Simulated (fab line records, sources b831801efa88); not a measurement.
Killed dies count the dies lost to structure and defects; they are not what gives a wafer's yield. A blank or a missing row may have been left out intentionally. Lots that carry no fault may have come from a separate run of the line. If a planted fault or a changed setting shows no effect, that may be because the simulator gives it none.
A struck lot beside a sound one ; flow sfq line ; 42 steps out of a route of 325
Sound: these wafers, L770.3, L770.4, L770.5. Struck: wafer L785.3. (L785.4 of the same lot was not struck and is left out.) The cause comes at the end.
Order at every step that has rows: each side's tool, ch and its chambers, its first start. Under that, the readings that differ: sound wafers ; struck wafers ; difference of the means ; sigmas: that difference in standard deviations of wafers without a fault.
alike: same words and numbers on both sides, and readings whose means sit less than 2 such deviations apart. not compared: any withheld reading, any reading some wafer has no value for, any bound like >300 that may hide the same value, and any number with overlapping values for which the record gives no deviation.
A row with sigmas, a row that says differs or no value, or rows on one side alone: a step with any of these is where the two part. Numbers that don't overlap but have no deviation are shown without sigmas and don't part them. A reading missing from all wafers of one side parts the sides only when that side holds two or more wafers.

first, 6 steps without rows for these wafers: SFQ_TRILAYER_I4_VIA_LITHO_COAT_108 (resist thk 62 nm); SFQ_TRILAYER_I4_VIA_LITHO_COAT_103 (resist thk 650 nm); SFQ_TRILAYER_I4_VIA_LITHO_SOFTBAKE_107; SFQ_TRILAYER_I4_VIA_LITHO_EXPOSE_104 (exposes mask I4, target cd 700 nm); SFQ_TRILAYER_I4_VIA_LITHO_PEB_106 (peb time 60 s); SFQ_TRILAYER_I4_VIA_LITHO_DEVELOP_105 (time 60 s).
SFQ_I4_OVL_MEAS_928:
  sound on overlay-02, day 48 09:32; struck on overlay-01, day 55 01:50
  alike: I4_OVL
then, 1 step without rows for these wafers: SFQ_TRILAYER_I4_VIA_BARC_OPEN_VIA_ETCH_146 (etches BARC in O2, target depth 125 nm, time 41.7 s).
SFQ_TRILAYER_I4_VIA_ETCH_VIA_ETCH_106: etches SiO2 in CHF3, stops on Nb, target depth 260 nm.
  sound on rie diel-04 ch 0,3, day 48 09:36; struck on rie diel-04 ch 0, day 55 01:53
reading;sound;struck;difference;sigmas
drypump motor current A (A);5.0 6.3 6.3;5.0;-0.9;-2
  alike: oes product au
SFQ_TRILAYER_I4_VIA_STRIP_STRIP_107: strips in O2.
  sound on rie metal-03 ch 0,1, day 48 09:55; struck on rie metal-03 ch 0, day 55 02:16
  alike: drypump motor current A, oes product au
  not compared: rf hours counter h
then, 2 steps without rows for these wafers: SFQ_TRILAYER_I4_VIA_STRIP_SOLV_CLEAN_108 (cleans in NMP, time 600 s); SFQ_TRILAYER_JJ_TRILAYER_DEP_PRE_CLEAN_113 (time 22.5 s).
SFQ_TRILAYER_JJ_TRILAYER_DEP_SPUTTER_109: material Nb, target thk 150 nm, time 100 s.
  sound on pvd sputter-03, day 48 10:31; struck on pvd sputter-04, day 55 03:01
reading;sound;struck;difference;sigmas
model.Nb_of_TRILAYER_JJ_TRILAYER_DEP_SPUTTER_109.thk nm (nm);151.3 149.5 151.1;204.5;+53.9;
  alike: throttle valve pct
SFQ_TRILAYER_JJ_TRILAYER_DEP_SPUTTER_110: material Al, target thk 8 nm, time 10 s.
  sound on pvd sputter-03, day 48 10:35; struck on pvd sputter-04, day 55 03:05
  alike: throttle valve pct
then, 2 steps without rows for these wafers: SFQ_TRILAYER_JJ_TRILAYER_DEP_AL_OXIDATION_111 (oxidation time 600 s); SFQ_TRILAYER_JJ_TRILAYER_DEP_SPUTTER_112 (material Nb, target thk 170 nm, time 113.3 s).
SFQ_JJ_RS_MEAS_929: uses a four-point probe to measure.
  sound on film metro-01, day 48 11:44; struck on film metro-02, day 55 04:13
  alike: JJ_NB_RS
then, 6 steps without rows for these wafers: SFQ_TRILAYER_JJ_CE_LITHO_COAT_119 (resist thk 62 nm); SFQ_TRILAYER_JJ_CE_LITHO_COAT_114 (resist thk 600 nm); SFQ_TRILAYER_JJ_CE_LITHO_SOFTBAKE_118; SFQ_TRILAYER_JJ_CE_LITHO_EXPOSE_115 (exposes mask J5, target cd 700 nm); SFQ_TRILAYER_JJ_CE_LITHO_PEB_117 (peb time 60 s); SFQ_TRILAYER_JJ_CE_LITHO_DEVELOP_116 (time 60 s).
-- the record jumps here: 4 days lie between the struck wafers' starts before and after --
SFQ_JJ_OVL_MEAS_931:
  sound on overlay-02, day 54 12:56; struck on overlay-02, day 59 10:04
  alike: J5_OVL
after that, 1 step had no rows for these wafers: SFQ_TRILAYER_JJ_CE_METRO_MEASURE_117.
SFQ_TRILAYER_JJ_CE_BARC_OPEN_RIE_150: chemistry O2, target BARC, target depth 240 nm, time 80 s.
  sound on rie metal-02 ch 1, day 54 14:13; struck on rie metal-01 ch 0, day 59 11:22
reading;sound;struck;difference;sigmas
drypump motor current A (A);5.9 5.9 5.9;5.0;-0.9;-2
  alike: oes product au
  not compared: rf hours counter h
then, 10 steps without rows for these wafers: SFQ_TRILAYER_JJ_CE_ETCH_RIE_118 (chemistry SF6, target Nb, stops on Al2O3, time 97.7 s, target depth 170 nm); SFQ_TRILAYER_JJ_ANODIZE_ANODIZE_119; SFQ_TRILAYER_JJ_CE_STRIP_STRIP_120 (strips in O2); SFQ_TRILAYER_JJ_CE_STRIP_SOLV_CLEAN_121 (cleans in NMP, time 600 s); SFQ_TRILAYER_M5_LITHO_COAT_128 (resist thk 62 nm); SFQ_TRILAYER_M5_LITHO_COAT_123 (resist thk 600 nm); SFQ_TRILAYER_M5_LITHO_SOFTBAKE_127; SFQ_TRILAYER_M5_LITHO_EXPOSE_124 (exposes mask M5, target cd 700 nm); SFQ_TRILAYER_M5_LITHO_PEB_126 (peb time 60 s); SFQ_TRILAYER_M5_LITHO_DEVELOP_125 (time 60 s).
-- the record jumps here: 5 days lie between the struck wafers' starts before and after --
SFQ_M5_OVL_MEAS_932:
  sound on overlay-01, day 59 00:28; struck on overlay-01, day 64 13:52
  alike: M5_OVL
SFQ_TRILAYER_M5_BARC_OPEN_METAL_ETCH_161: etches BARC in O2, target depth 125 nm, time 41.7 s.
  sound on rie metal-02 ch 0,1, day 59 00:31; struck on rie metal-04 ch 0, day 64 13:55
  alike: drypump motor current A, oes product au
  not compared: rf hours counter h
SFQ_TRILAYER_M5_ETCH_METAL_ETCH_126: etches Nb in Cl2/BCl3, stops on SiO2, time 203.2 s, target depth 265 nm.
  sound on rie metal-02 ch 0,1, day 59 00:37; struck on rie metal-04 ch 0, day 64 14:01
reading;sound;struck;difference;sigmas
oes product au (a.u.);0.729 0.729 0.723;0.849;+0.122;+20
model.etch.depth nm (nm);151.3 149.5 151.1;204.5;+53.9;
model.M5.feature depth nm (nm);163.6 162 163.4;216.8;+53.8;
  alike: drypump motor current A
  not compared: rf hours counter h
then, 2 steps without rows for these wafers: SFQ_TRILAYER_M5_STRIP_STRIP_127 (strips in O2); SFQ_TRILAYER_M5_STRIP_SOLV_CLEAN_128 (cleans in NMP, time 600 s).
-- the record jumps here: 27 days lie between the struck wafers' starts before and after --
SFQ_M8_BOW_MEAS_951:
  sound on film metro-03, day 86 06:53; struck on film metro-03, day 91 20:56
reading;sound;struck;difference;sigmas
model.etest.m5.ohm um;1.69 1.7 1.69;1.248;-0.445;
model.etest.i4.link ohm;2.19 2.173 2.163;1.819;-0.356;
model.etest.i5.link ohm;2.264 2.271 2.256;1.948;-0.316;
model.etest.m5.ohm sq;1.178 1.193 1.179;0.8714;-0.3119;
  alike: M8_BOW

WHERE THEY PART
Earliest at SFQ_TRILAYER_I4_VIA_ETCH_VIA_ETCH_106; latest, in this record, at SFQ_TRILAYER_M5_ETCH_METAL_ETCH_126. Later steps at which nothing parts them and some readings are alike: SFQ_M8_BOW_MEAS_951.

WHY: whatever the simulator had introduced
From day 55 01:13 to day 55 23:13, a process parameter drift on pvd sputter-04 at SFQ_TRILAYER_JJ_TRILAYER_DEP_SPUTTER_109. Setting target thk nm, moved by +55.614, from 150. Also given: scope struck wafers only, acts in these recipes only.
